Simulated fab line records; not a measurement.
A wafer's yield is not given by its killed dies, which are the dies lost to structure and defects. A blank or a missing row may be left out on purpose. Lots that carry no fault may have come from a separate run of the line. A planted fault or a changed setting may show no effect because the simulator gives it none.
A struck lot beside a sound one | flow sky130 | 16 out of 708 route steps
Sound: the wafers L308.1, L308.2, L308.5. Struck: wafer L299.6 (left out: L299.4, a lot-mate that was not struck); the cause follows at the end.
Per side, at each step with rows, come the tool, then ch with its chambers, and then its first start. Under that, the readings that differ: sound wafers | struck wafers | difference of the means | sigmas: that difference in standard deviations of wafers without a fault.
alike: words and numbers the same on both sides, and readings whose means are apart by under 2 such deviations; not compared: readings that were withheld, readings missing a value for some wafer, numbers with overlapping values and no deviation given by the record, and bounds like >300 which may hide the same value.
Wherever a step has rows on one side only, a row that says differs or no value, or a row with sigmas, the two part there. Non-overlapping numbers with no deviation appear without sigmas and do not part them. A reading that every wafer of one side lacks parts them only if that side has two wafers or more.

SKY_NWELL_RS_MEAS_29: the measuring method here is four-point-probe.
  sound on film-metro-03, day 8 19:58; struck on film-metro-04, day 6 16:56
  alike: NWELL_RS
SKY_NWELL_RS_MEAS_31: the measuring method here is four-point-probe.
  sound on film-metro-03, day 8 20:12; struck on film-metro-04, day 6 17:11
  alike: PWDE_RS
then, 7 steps without rows for these wafers: SKY_VT_ADJUST_HVTP_DEHYDRATE_00 (time 60 s); SKY_VT_ADJUST_HVTP_HMDS_01 (prime time 60 s); SKY_VT_ADJUST_HVTP_COAT_02 (resist thk 1140 nm); SKY_VT_ADJUST_HVTP_SOFTBAKE_03 (time 60 s); SKY_VT_ADJUST_HVTP_EXPOSE_04 (exposes mask HVTPM, target cd 380 nm); SKY_VT_ADJUST_HVTP_PEB_05; SKY_VT_ADJUST_HVTP_DEVELOP_06 (develop time 60 s).
SKY_VT_ADJUST_HVTP_CD_MEAS_07: the cd target is 380 nm.
  sound on cd-sem-01, day 9 16:49; struck on cd-sem-01, day 7 12:29
  alike: cd-nm
SKY_VT_ADJUST_HVTP_OVL_MEAS_08:
  sound on overlay-01, day 9 16:56; struck on overlay-01, day 7 12:34
  alike: VT_ADJUST_HVTP_OVL
SKY_VT_ADJUST_HVTP_IMPLANT_09:
  sound on implanter-02 ch 0, day 9 16:58; struck on implanter-01 ch 0, day 7 12:40
  reading            | sound           | struck | difference | sigmas
  beam-on-s (s)      | 9.94 9.91 10.02 | 10.83  | +0.87      | +4
  faraday-current-uA | 24.4 24.5 24.2  | 22.4   | -2.0       | -4
SKY_VT_ADJUST_HVTP_STRIP_10: strips in O2/N2.
  sound on plasma-asher-01 ch 0,1, day 9 17:07; struck on plasma-asher-04 ch 0, day 7 12:46
  alike: drypump-motor-current-A, oes-product-au, strip-time-to-endpoint-s
  not compared: rf-hours-counter-h
SKY_VT_ADJUST_HVTP_TW_MEAS_11:
  sound on film-metro-02, day 9 17:13; struck on film-metro-02, day 7 12:52
  reading           | sound          | struck | difference | sigmas
  VT_ADJUST_HVTP_TW | 1369 1382 1372 | 1401   | +27        | +3
then, 1 step without rows for these wafers: SKY_VT_ADJUST_LVTN_DEHYDRATE_00 (time 60 s).
-- record jumps: 40 days separate the struck wafers' starts on either side; left off in module VT_ADJUST_LVTN, taken up again in module PAD_OPEN, whose first shown step is the route's number 708 --
SKY_PAD_OPEN_PROBE_99:
  sound on prober-01, day 49 04:00; struck on prober-02, day 47 18:45
  reading                                  | sound                   | struck  | difference | sigmas
  killed-at-other                          | 0 0 0                   | 1       | +1         | +2
  model.etest.tip-p.rs-ohm-sq              | 6858 6888 6837          | 7146    | +285       |
  model.etest.pfet_01v8.r-on-ohm-um        | 2893 2920 2925          | 3136    | +223       |
  model.etest.pfet_01v8.drive-ua-um        | 194.7 189 191.6         | 172.8   | -19.0      |
  model.etest.pfet_01v8_mvt.drive-ua-um    | 151.8 149.3 150.6       | 134.1   | -16.5      |
  model.etest.pfet_01v8_hvt.drive-ua-um    | 145.4 141.4 141.6       | 129.2   | -13.6      |
  model.etest.pfet_01v8_mvt.off-log10-a-um | -10.61 -10.8 -10.77     | -12.06  | -1.33      |
  model.etest.pfet_01v8.off-log10-a-um     | -9.519 -9.789 -9.68     | -11.3   | -1.6       |
  model.etest.pfet_01v8_mvt.vt-sat-v (V)   | -0.5656 -0.5672 -0.5589 | -0.6697 | -0.1058    |
  alike: killed_at_M0_to_M3, killed_at_M4_up, killed-at-contacts, killed-at-front-end, killed-dies, killed-open, killed-short

WHERE THEY PART
First at SKY_VT_ADJUST_HVTP_IMPLANT_09; last, within this record, at SKY_PAD_OPEN_PROBE_99.

WHY: whatever the simulator had introduced
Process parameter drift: implanter-01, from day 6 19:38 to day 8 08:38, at SKY_VT_ADJUST_HVTP_IMPLANT_09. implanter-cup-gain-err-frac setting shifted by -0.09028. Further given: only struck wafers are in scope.
